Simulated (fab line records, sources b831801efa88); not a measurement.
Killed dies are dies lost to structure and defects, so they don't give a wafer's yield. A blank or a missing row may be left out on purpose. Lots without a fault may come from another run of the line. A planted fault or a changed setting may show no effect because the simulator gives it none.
fab line records | flow sky130
record lots=11 wafers=33 last_day=50
route steps=708 shown FIELD_ISO@15 DNWELL@43 NWELL@78 VT_ADJUST_HVTP@89
lots that met no fault: from a run of the same line without faults
start_h: hours from the record's first day to the start of the lot's first wafer shown | wait_h: hours since the lot's step before | " the same as in the row above | L1.1+2: a row that stands for several wafers | - no value, or no start given | * or withheld: withheld | < > ~ a bound
route shown NAME@n: a module of which the file shows steps, and the number in the route of the first | usual: mean/standard deviation of fault-free wafers | same: alike in all rows | chamber/n: place in a boat | sites: the reading at each site | _std_site: their standard deviation | _edge_site: outer sites' mean less inner sites' | radius_mm: how far each site lies from the wafer's centre | mask NAME#n: copy n | behind: the tool/chamber that last shaped the wafer | hold: why the lot was held/for how many hours/how that ended | device: the transistor (n, p or np) that didn't switch | end of line: the same wafers' tests at the end of the route | a step without rows: its recipe alone | killed: dies lost to structure and defects at the first sort, not the wafer's yield | map: a wafer's dies, x killed, . not, _ none there
set.NAME: the setting as run; set.NAME@STEP: as run at that earlier step | model.NAME: the simulator's own value behind a step, which no gauge read
steps of the route over a sample of lots; a table a step, a row a wafer
services: from which hour (start_h, from the record's first day; less than 0 if before it) a tool's chamber was out of use, for how many hours, and why
## steps
# step SKY_FIELD_ISO_ETCH_14
# recipe chemistry=N2/H2 target=BARC ion_energy_ev=200 source_w=500 bias_w=100 pressure_mtorr=30 n2_flow_sccm=100 h2_flow_sccm=200 stop_on=SiO2 time_s=45.9 target_depth_a=600
# usual drypump_motor_current_A=5.7/0.62 oes_product_au=0.856/0.005 rf_fwd_power_W=494.8/2.5 throttle_valve_pct=13.225/0.0092
# columns lot.wafer tool chamber start_h wait_h drypump_motor_current_A oes_product_au rf_fwd_power_W rf_hours_counter_h throttle_valve_pct
L872.1 rie_diel-02 2 33.54 0.1 5.0 0.856 494.7 5 13.219
L872.2 " 1 " " 5.9 0.866 497.5 117 13.228
L872.3 " 3 " " 5.7 0.853 495.9 34 13.229
L874.4 rie_diel-02 2 42.34 0.0 5.0 0.847 493.0 5 13.230
L874.5 " 0 " " 6.6 0.864 494.6 - 13.224
L874.6 " 1 " " 5.9 0.849 495.2 - 13.241
L873.1 rie_diel-01 0 42.61 0.1 5.6 0.851 493.0 85 13.225
L873.3 " 1 " " 4.8 0.852 497.3 52 13.219
L873.6 " 2 " " 6.7 0.849 495.9 - 13.224
L876.1 rie_diel-04 2 55.51 0.1 5.5 0.855 492.2 10 13.214
L876.3 " 3 " " 6.3 0.855 495.1 5 13.222
L876.6 " 3 " " 6.3 0.858 494.2 - 13.223
L875.2 rie_diel-02 1 56.04 0.1 5.9 0.854 496.3 117 13.233
L875.3 " 2 " " 5.0 0.855 495.4 5 13.208
L875.4 " 0 " " 6.6 0.855 497.1 133 13.223
L877.3 rie_diel-01 3 65.06 0.1 5.2 0.850 491.2 52 13.216
L877.4 " 2 " " 6.7 0.847 494.1 88 13.232
L877.5 " 0 " " 5.6 0.863 495.3 - 13.237
L879.4 rie_diel-01 2 73.71 0.0 6.7 0.857 497.0 88 13.223
L879.5 " 2 " " 6.7 0.863 494.7 - 13.237
L879.6 " 1 " " 4.8 0.850 496.4 - 13.226
L882.3 rie_diel-02 1 85.79 0.1 5.9 0.852 495.6 118 13.198
L882.5 " 3 " " 5.7 0.854 496.9 - 13.230
L882.6 " 0 " " 6.5 0.853 493.8 - 13.225
L892.1 rie_diel-01 2 139.06 0.1 6.7 0.866 497.1 89 13.224
L892.2 " 3 " " 5.3 0.854 498.1 54 13.212
L892.4 " 0 " " 5.6 0.855 494.9 87 13.239
L893.2 rie_diel-04 3 142.81 0.1 6.3 0.856 494.2 7 13.235
L893.3 " 0 " " 5.2 0.857 490.9 18 13.235
L893.5 " 3 " " 6.3 0.864 493.6 - 13.237
L894.1 rie_diel-02 2 148.21 0.1 5.0 0.855 493.9 7 13.230
L894.4 " 3 " " 5.7 0.858 496.3 36 13.231
L894.5 " 1 " " 6.0 0.849 500.1 - 13.215
# step SKY_DNWELL_STRIP_08
# recipe chemistry=O2/N2 power_w=1400 pressure_mtorr=1500 platen_temp_c=withheld o2_flow_sccm=3000 n2_flow_sccm=300 overash_fraction=0.5
# usual drypump_motor_current_A=5.5/0.36 o2_flow_sccm=3001/8.7 oes_product_au=0.724/0.0042 strip_time_to_endpoint_s=36.95/0.11
# columns lot.wafer tool chamber start_h wait_h drypump_motor_current_A o2_flow_sccm oes_product_au rf_hours_counter_h strip_time_to_endpoint_s
L872.1 plasma_asher-02 1 76.92 0.1 5.4 2995 0.721 39 37.07
L872.2 " 0 " " 6.4 3000 0.722 39 37.04
L872.3 " 0 " " 6.4 2995 0.719 - 36.99
L873.1 plasma_asher-01 0 77.19 0.1 5.4 2992 0.718 39 36.98
L873.3 " 1 " " 5.3 3001 0.719 - 36.97
L873.6 " 0 " " 5.4 2994 0.720 - 36.95
L874.4 plasma_asher-02 0 77.40 0.1 6.3 2994 0.724 - 37.13
L874.5 " 1 " " 5.4 2995 0.719 - 37.10
L874.6 " 0 " " 6.4 3014 0.719 - 37.09
L876.1 plasma_asher-01 1 89.97 0.1 5.3 3000 0.717 41 37.07
L876.3 " 0 " " 5.4 2998 0.728 - 37.12
L876.6 " 1 " " 5.3 3005 0.727 - 37.03
L875.2 plasma_asher-02 0 90.36 0.1 6.4 3017 0.723 41 37.04
L875.3 " 1 " " 5.4 2996 0.724 - 36.97
L875.4 " 0 " " 6.4 2987 0.721 - 37.01
L877.3 plasma_asher-01 1 100.35 0.1 5.3 3011 0.723 - 36.90
L877.4 " 0 " " 5.4 2997 0.719 - 36.87
L877.5 " 0 " " 5.3 2975 0.725 - 36.76
L879.4 plasma_asher-03 1 109.42 0.1 5.4 2999 0.723 - 36.89
L879.5 " 0 " " 5.3 3001 0.727 - 36.90
L879.6 " 1 " " 5.4 3011 0.731 - 36.90
L882.3 plasma_asher-03 0 124.85 0.1 5.2 2997 0.719 - 36.79
L882.5 " 0 " " 5.3 2998 0.727 - 36.85
L882.6 " 1 " " 5.4 3003 0.723 - 36.79
L892.1 plasma_asher-01 0 168.68 0.1 5.4 3010 0.736 5 36.80
L892.2 " 1 " " 5.4 3002 0.723 5 36.79
L892.4 " 1 " " 5.4 3004 0.708 - 36.78
L893.2 plasma_asher-02 0 168.86 0.1 6.4 3013 0.726 48 36.77
L893.3 " 1 " " 5.4 3004 0.728 - 36.81
L893.5 " 1 " " 5.4 3013 0.723 - 36.83
L894.1 plasma_asher-01 0 180.26 0.1 5.4 3004 0.722 6 36.97
L894.4 " 0 " " 5.4 3006 0.726 - 37.01
L894.5 " 0 " " 5.4 3001 0.718 - 36.99
# step SKY_NWELL_STRIP_25
# recipe chemistry=O2/N2 power_w=1400 pressure_mtorr=1500 platen_temp_c=withheld o2_flow_sccm=3000 n2_flow_sccm=300 overash_fraction=0.5
# usual drypump_motor_current_A=5.50/0.2 o2_flow_sccm=3001/9.6 oes_product_au=0.723/0.0047 strip_time_to_endpoint_s=36.91/0.094
# columns lot.wafer tool chamber start_h wait_h drypump_motor_current_A o2_flow_sccm oes_product_au rf_hours_counter_h strip_time_to_endpoint_s
L872.1 plasma_asher-04 1 127.57 0.1 5.80 3003 0.724 31 36.85
L872.2 " 0 " " 5.46 2991 0.727 31 36.95
L872.3 " 1 " " 5.81 2993 0.723 - 36.87
L873.1 plasma_asher-01 0 128.22 0.1 5.38 2995 0.722 1 36.94
L873.3 " 0 " " 5.33 3000 0.725 - 36.89
L873.6 " 0 " " 5.36 3008 0.723 - 36.98
L874.4 plasma_asher-01 0 129.10 0.1 5.34 2990 0.723 - 37.00
L874.5 " 0 " " 5.34 2990 0.724 - 36.93
L874.6 " 1 " " 5.31 3004 0.724 - 36.94
L876.1 plasma_asher-01 1 141.57 0.1 5.36 2990 0.723 2 37.03
L876.3 " 1 " " 5.33 2992 0.719 - 37.00
L876.6 " 0 " " 5.36 2998 0.724 - 37.00
L875.2 plasma_asher-04 0 142.05 0.1 5.45 3001 0.731 33 36.90
L875.3 " 0 " " 5.43 3000 0.726 - 37.01
L875.4 " 1 " " 5.80 2992 0.724 - 36.93
L877.3 plasma_asher-04 0 154.03 0.1 5.42 2990 0.722 - 36.86
L877.4 " 1 " " 5.82 3006 0.713 - 36.92
L877.5 " 0 " " 5.43 2985 0.717 - 36.93
L879.4 plasma_asher-04 1 166.33 0.1 5.81 3007 0.730 - 36.94
L879.5 " 1 " " 5.82 3006 0.722 - 36.97
L879.6 " 0 " " 5.44 3002 0.728 - 36.96
L882.3 plasma_asher-04 1 185.05 0.1 5.80 2991 0.724 - 36.70
L882.5 " 0 " " 5.41 2990 0.717 - 36.82
L882.6 " 1 " " 5.82 2993 0.724 - 36.72
L892.1 plasma_asher-03 0 233.45 0.1 5.25 3009 0.716 53 36.93
L892.2 " 1 " " 5.39 3003 0.721 53 36.94
L892.4 " 0 " " 5.24 3007 0.723 - 37.07
L893.2 plasma_asher-04 0 233.80 0.1 5.43 2997 0.725 42 36.79
L893.3 " 0 " " 5.43 3007 0.726 - 36.76
L893.5 " 0 " " 5.44 3005 0.719 - 36.78
L894.1 plasma_asher-04 1 247.37 0.1 5.81 2995 0.714 43 36.92
L894.4 " 0 " " 5.41 3006 0.723 - 36.97
L894.5 " 1 " " 5.79 3003 0.731 - 36.91
# step SKY_VT_ADJUST_HVTP_EXPOSE_04
# recipe mask_id=HVTPM na=0.6 source_shape=conventional sigma_outer=0.6 polarization=unpolarized target_cd_nm=380 dose_mj=140
# same sigma_outer=0.6
# columns lot.wafer tool chamber start_h wait_h mask
L872.1+2+3 iline_stepper-02 0 137.62 - HVTPM#0
L873.1+3+6 iline_stepper-01 0 138.71 - HVTPM#0
L874.4+5+6 iline_stepper-01 0 139.04 - HVTPM#0
L876.1+3+6 iline_stepper-01 0 151.63 - HVTPM#0
L875.2+3+4 iline_stepper-02 0 151.98 - HVTPM#0
L877.3+4+5 iline_stepper-02 0 164.75 - HVTPM#0
L879.4+5+6 iline_stepper-02 0 176.29 - HVTPM#0
L882.3+5+6 iline_stepper-01 0 196.08 - HVTPM#0
L892.1+2+4 iline_stepper-01 0 245.49 - HVTPM#0
L893.2+3+5 iline_stepper-02 0 246.16 - HVTPM#0
L894.1+4+5 iline_stepper-02 0 259.82 - HVTPM#0
# step SKY_VT_ADJUST_HVTP_CD_MEAS_07
# recipe target_cd_nm=380
# usual cd_nm=378.7/2.5
# columns lot.wafer tool chamber start_h wait_h cd_nm
L872.1 cd_sem-01 - 147.44 0.1 378.7
L872.2 " - " " 377.8
L872.3 " - " " 378.9
L873.1 cd_sem-01 - 148.39 0.1 381.8
L873.3 " - " " 380.8
L873.6 " - " " 380.5
L874.4 cd_sem-02 - 148.93 0.1 372.3
L874.5 " - " " 375.7
L874.6 " - " " 374.6
L876.1 cd_sem-02 - 161.12 0.1 377.5
L876.3 " - " " 381.4
L876.6 " - " " 377.3
L875.2 cd_sem-01 - 161.96 0.1 374.1
L875.3 " - " " 372.4
L875.4 " - " " 376.8
L877.3 cd_sem-01 - 173.96 0.1 378.4
L877.4 " - " " 380.6
L877.5 " - " " 379.1
L879.4 cd_sem-02 - 186.69 0.1 379.3
L879.5 " - " " 382.9
L879.6 " - " " 382.6
L882.3 cd_sem-01 - 206.21 0.1 370.3
L882.5 " - " " 377.4
L882.6 " - " " 378.6
L892.1 cd_sem-02 - 257.34 0.1 378.9
L892.2 " - " " 378.6
L892.4 " - " " 379.0
L893.2 cd_sem-01 - 257.94 0.1 376.2
L893.3 " - " " 372.0
L893.5 " - " " 378.2
L894.1 cd_sem-02 - 271.78 0.1 376.6
L894.4 " - " " 375.6
L894.5 " - " " 375.4
## services
# columns tool chamber start_h hours kind
iline_stepper-02 - 21.76 1.7 pm
iline_stepper-01 - 32.05 1.6 repair
rie_diel-02 2 45.98 9.1 repair
rie_diel-04 1 53.22 5.8 repair
plasma_asher-03 - 70.77 11.0 repair
iline_stepper-02 - 73.47 12.0 repair
plasma_asher-03 - 94.69 1.6 repair
plasma_asher-01 - 108.75 9.0 pm
plasma_asher-03 - 144.42 2.1 repair
iline_stepper-01 - 148.58 1.7 pm
rie_diel-04 - 169.19 17.3 repair
rie_diel-02 - 175.92 2.8 pm
rie_diel-04 - 181.32 1.1 repair
plasma_asher-01 - 186.65 1.4 repair
plasma_asher-02 - 195.14 12.6 repair
plasma_asher-03 - 217.27 15.6 pm
rie_diel-04 - 219.83 2.8 pm
rie_diel-04 - 223.02 0.1 repair
rie_diel-01 1 228.91 4.7 repair
iline_stepper-02 - 239.94 1.7 pm
plasma_asher-04 - 242.65 4.0 pm
rie_diel-02 2 246.72 124.6 repair
iline_stepper-02 - 250.04 6.5 repair
rie_diel-02 1 257.98 4.9 repair
## key
first_sign step=SKY_VT_ADJUST_HVTP_CD_MEAS_07 reading=cd_nm direction=down sigmas=3.4 usual=378.7 struck=370.3
effect none on later readings
met_at SKY_VT_ADJUST_HVTP_EXPOSE_04
struck_lots L882
struck_wafers L882.3
tester_left_out L882
not_acting_at SKY_FIELD_ISO_ETCH_14,SKY_DNWELL_STRIP_08,SKY_NWELL_STRIP_25
onset_between 151.63 196.08
fault kind=process_parameter_drift tool=iline_stepper-01 chamber=- onset_h=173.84 steps=SKY_VT_ADJUST_HVTP_EXPOSE_04 channel=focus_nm offset=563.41 shape=step end_h=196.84 scope=struck_wafers_only
# tester_left_out: of these lots the tester's yield and bins aren't shown, on N5 and GAA mostly nor the transistor test; their killed dies are dies lost to structure and defects alone, not to doping, threshold or leakage, so they don't give the yield
